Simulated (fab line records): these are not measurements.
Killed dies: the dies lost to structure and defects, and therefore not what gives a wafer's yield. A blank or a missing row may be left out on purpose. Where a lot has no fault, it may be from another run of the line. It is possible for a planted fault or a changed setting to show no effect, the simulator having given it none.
Which tool did it? + flow gf180mcu + 12 lots with 34 wafers sampled at 6 steps, on a route of 602 steps

WHAT THE GAUGES READ, wafer by wafer
GF_CONTACT_RS_MEAS_25: the measuring method here is four-point-probe. Usual: CONTACT_W_RS 0.385 ohm/sq, standard deviation 0.0035.
| lot  | measured     | on            | CONTACT_W_RS (ohm/sq) | flag |
|------|--------------|---------------|-----------------------|------|
| L466 | day 16 08:13 | film_metro-01 | 0.386 0.385 0.385     |      |
| L469 | day 17 07:16 | film_metro-01 | 0.385 0.389 0.385     |      |
| L470 | day 17 20:13 | film_metro-02 | 0.381 0.383 0.381     |      |
| L471 | day 18 06:42 | film_metro-02 | 0.383 0.385 0.383     |      |
| L472 | day 18 12:45 | film_metro-01 | 0.387 0.386 0.385     |      |
| L476 | day 20 11:28 | film_metro-02 | 0.248 0.382 0.248     | OFF  |
| L477 | day 21 02:04 | film_metro-01 | 0.247 0.246           | OFF  |
| L478 | day 21 07:50 | film_metro-01 | 0.381 0.246           | OFF  |
| L485 | day 23 05:07 | film_metro-01 | 0.392 0.392 0.389     |      |
| L486 | day 23 12:29 | film_metro-02 | 0.378 0.383 0.382     |      |
| L487 | day 23 18:39 | film_metro-01 | 0.382 0.384 0.380     |      |
| L488 | day 23 23:59 | film_metro-02 | 0.385 0.382 0.385     |      |

GF_CONTACT_THK_MEAS_26: measures by xrf. Usual: CONTACT_W_THK 303 nm, standard deviation 3.5.
| lot  | measured     | on            | CONTACT_W_THK (nm) | flag |
|------|--------------|---------------|--------------------|------|
| L466 | day 16 08:20 | film_metro-01 | 301 304 303        |      |
| L469 | day 17 07:23 | film_metro-01 | 303 302 305        |      |
| L470 | day 17 20:19 | film_metro-02 | 309 308 310        |      |
| L471 | day 18 06:49 | film_metro-02 | 304 305 306        |      |
| L472 | day 18 12:52 | film_metro-01 | 300 300 302        |      |
| L476 | day 20 11:35 | film_metro-02 | 476 304 472        | OFF  |
| L477 | day 21 02:11 | film_metro-01 | 474 473            | OFF  |
| L478 | day 21 07:56 | film_metro-01 | 307 480            | OFF  |
| L485 | day 23 05:14 | film_metro-01 | 297 298 301        |      |
| L486 | day 23 12:37 | film_metro-02 | 307 304 305        |      |
| L487 | day 23 18:45 | film_metro-01 | 305 301 307        |      |
| L488 | day 24 00:06 | film_metro-02 | 304 306 303        |      |

TOOL THAT RAN EACH LOT (tool first, then ch and the chambers of the sampled wafers, then the start)
| lot  | GF_HV_LDD_RTA_52                 | GF_SAB_ETCH_11                     | GF_CONTACT_SPUTTER_23        | GF_CONTACT_CVD_24             |
|------|----------------------------------|------------------------------------|------------------------------|-------------------------------|
| L466 | rtp_anneal-02 ch 0, day 12 12:56 | rie_diel-02 ch 0,2,3, day 15 07:21 | pvd_sputter-01, day 16 08:05 | cvd_w-01 ch 0,1, day 16 08:07 |
| L469 | rtp_anneal-01 ch 0, day 13 08:13 | rie_diel-03 ch 0,1,2, day 16 05:52 | pvd_sputter-03, day 17 07:07 | cvd_w-01 ch 0,1, day 17 07:10 |
| L470 | rtp_anneal-01 ch 0, day 13 20:50 | rie_diel-01 ch 0,2,3, day 16 19:01 | pvd_sputter-01, day 17 20:03 | cvd_w-02 ch 0,1, day 17 20:05 |
| L471 | rtp_anneal-02 ch 0, day 14 06:19 | rie_diel-03 ch 1,2,3, day 17 04:49 | pvd_sputter-01, day 18 06:29 | cvd_w-01 ch 0,1, day 18 06:36 |
| L472 | rtp_anneal-01 ch 0, day 14 13:58 | rie_diel-03 ch 0,1, day 17 11:42   | pvd_sputter-03, day 18 12:36 | cvd_w-02 ch 0,1, day 18 12:38 |
| L476 | rtp_anneal-01 ch 0, day 16 08:04 | rie_diel-02 ch 0,3, day 19 09:42   | pvd_sputter-04, day 20 11:20 | cvd_w-01 ch 0,1, day 20 11:22 |
| L477 | rtp_anneal-02 ch 0, day 17 00:14 | rie_diel-01 ch 2,3, day 20 00:18   | pvd_sputter-03, day 21 01:56 | cvd_w-01 ch 0, day 21 01:58   |
| L478 | rtp_anneal-01 ch 0, day 17 04:36 | rie_diel-01 ch 0,1, day 20 05:27   | pvd_sputter-04, day 21 07:38 | cvd_w-01 ch 0, day 21 07:43   |
| L485 | rtp_anneal-02 ch 0, day 19 01:52 | rie_diel-02 ch 0,2,3, day 22 03:28 | pvd_sputter-01, day 23 04:59 | cvd_w-02 ch 0,1, day 23 05:01 |
| L486 | rtp_anneal-02 ch 0, day 19 11:04 | rie_diel-02 ch 0,1,3, day 22 11:19 | pvd_sputter-04, day 23 12:21 | cvd_w-02 ch 0,1, day 23 12:23 |
| L487 | rtp_anneal-02 ch 0, day 19 17:03 | rie_diel-01 ch 0,1, day 22 18:16   | pvd_sputter-03, day 23 18:28 | cvd_w-02 ch 0,1, day 23 18:32 |
| L488 | rtp_anneal-01 ch 0, day 19 22:53 | rie_diel-01 ch 0,2, day 22 23:24   | pvd_sputter-03, day 23 23:50 | cvd_w-02 ch 0,1, day 23 23:52 |
- GF_HV_LDD_RTA_52: time 10 s.
- GF_SAB_ETCH_11: etches SiO2 in C4F8/O2/Ar, target depth 55 nm, time 8.5 s.
- GF_CONTACT_SPUTTER_23: material TiN, target thk 10 nm, time 40 s.
- GF_CONTACT_CVD_24: deposits W, target thk 300 nm, time 90.339 s.

WHAT THE TOOLS THEMSELVES READ (means of the sampled wafers that have a number; where no wafer has one, the mark that the record gives instead)
GF_HV_LDD_RTA_52. Usual: lamp_power_pct 29.16 %, standard deviation 0.15; wafer_temp_C_max 1005.8, standard deviation 2.3.
| lot  | tool          | lamp_power_pct (%) | wafer_temp_C_max | flag |
|------|---------------|--------------------|------------------|------|
| L466 | rtp_anneal-02 | 29.30              | 1006.7           |      |
| L469 | rtp_anneal-01 | 28.98              | 1003.5           |      |
| L470 | rtp_anneal-01 | 28.98              | 1003.2           |      |
| L471 | rtp_anneal-02 | 29.27              | 1007.2           |      |
| L472 | rtp_anneal-01 | 28.99              | 1003.7           |      |
| L476 | rtp_anneal-01 | 29.00              | 1003.7           |      |
| L477 | rtp_anneal-02 | 29.29              | 1008.8           |      |
| L478 | rtp_anneal-01 | 28.99              | 1003.5           |      |
| L485 | rtp_anneal-02 | 29.28              | 1006.5           |      |
| L486 | rtp_anneal-02 | 29.25              | 1007.0           |      |
| L487 | rtp_anneal-02 | 29.31              | 1009.6           |      |
| L488 | rtp_anneal-01 | 28.95              | 1003.8           |      |

GF_SAB_ETCH_11. Usual: chamber_pressure_mTorr 39.99 mTorr, standard deviation 0.035; oes_product_au 1.000 a.u., standard deviation 0.0078.
| lot  | tool        | chamber_pressure_mTorr (mTorr) | oes_product_au (a.u.) | flag |
|------|-------------|--------------------------------|-----------------------|------|
| L466 | rie_diel-02 | 39.99                          | 1.009                 |      |
| L469 | rie_diel-03 | 39.98                          | 0.996                 |      |
| L470 | rie_diel-01 | 40.03                          | 1.002                 |      |
| L471 | rie_diel-03 | 39.99                          | 1.000                 |      |
| L472 | rie_diel-03 | 39.99                          | 1.003                 |      |
| L476 | rie_diel-02 | 40.00                          | 1.005                 |      |
| L477 | rie_diel-01 | 39.96                          | 0.996                 |      |
| L478 | rie_diel-01 | 40.00                          | 1.007                 |      |
| L485 | rie_diel-02 | 40.01                          | 0.998                 |      |
| L486 | rie_diel-02 | 40.01                          | 1.000                 |      |
| L487 | rie_diel-01 | 40.00                          | 0.998                 |      |
| L488 | rie_diel-01 | 40.01                          | 1.002                 |      |

GF_CONTACT_SPUTTER_23. Usual: throttle_valve_pct 30.2 %, standard deviation 1.3.
| lot  | tool           | throttle_valve_pct (%) | flag |
|------|----------------|------------------------|------|
| L466 | pvd_sputter-01 | 29.8                   |      |
| L469 | pvd_sputter-03 | 29.6                   |      |
| L470 | pvd_sputter-01 | 29.5                   |      |
| L471 | pvd_sputter-01 | 29.4                   |      |
| L472 | pvd_sputter-03 | 29.2                   |      |
| L476 | pvd_sputter-04 | 30.9                   |      |
| L477 | pvd_sputter-03 | 28.6                   |      |
| L478 | pvd_sputter-04 | 31.8                   |      |
| L485 | pvd_sputter-01 | 29.5                   |      |
| L486 | pvd_sputter-04 | 31.6                   |      |
| L487 | pvd_sputter-03 | 29.1                   |      |
| L488 | pvd_sputter-03 | 29.1                   |      |

GF_CONTACT_CVD_24. Usual: heater_power_w 820 W, standard deviation 150.
| lot  | tool     | heater_power_w (W) | flag |
|------|----------|--------------------|------|
| L466 | cvd_w-01 | 978                |      |
| L469 | cvd_w-01 | 934                |      |
| L470 | cvd_w-02 | 686                |      |
| L471 | cvd_w-01 | 920                |      |
| L472 | cvd_w-02 | 678                |      |
| L476 | cvd_w-01 | 993                |      |
| L477 | cvd_w-01 | 848                |      |
| L478 | cvd_w-01 | 851                |      |
| L485 | cvd_w-02 | 687                |      |
| L486 | cvd_w-02 | 667                |      |
| L487 | cvd_w-02 | 672                |      |
| L488 | cvd_w-02 | 686                |      |

THE ANSWER, worked out from the rows above alone
Rule: take the mean of a lot's wafers that have a number; if it is more than 3 standard deviations from the usual mean, the lot is off. A lot without any number at a reading at which 4 lots or more have one is off too. Any other lot the step has rows for is counted as sound. First the gauges in route order, then the tools' own readings, where a lot's mean is used as printed above. The first step at which some lot is off is used, and at that step the reading that is off furthest; a lot without a number counts as furthest.
Off: L476, L477, L478, at GF_CONTACT_RS_MEAS_25 (CONTACT_W_RS).
If a tool, at a process step before that reading, ran all the lots that are off and no sound lot after the first of them, it fits. The gauges at GF_CONTACT_RS_MEAS_25 are tried like those tools. One fits: cvd_w-01 at GF_CONTACT_CVD_24. Its last sound lot is L471 (day 18 06:36), its first lot that is off L476 (day 20 11:22): a fault that began between those two fits.

WHAT THE SIMULATOR PUT IN
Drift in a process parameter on cvd_w-01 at GF_CONTACT_CVD_24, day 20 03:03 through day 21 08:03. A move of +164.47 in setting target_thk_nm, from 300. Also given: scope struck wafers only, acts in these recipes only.
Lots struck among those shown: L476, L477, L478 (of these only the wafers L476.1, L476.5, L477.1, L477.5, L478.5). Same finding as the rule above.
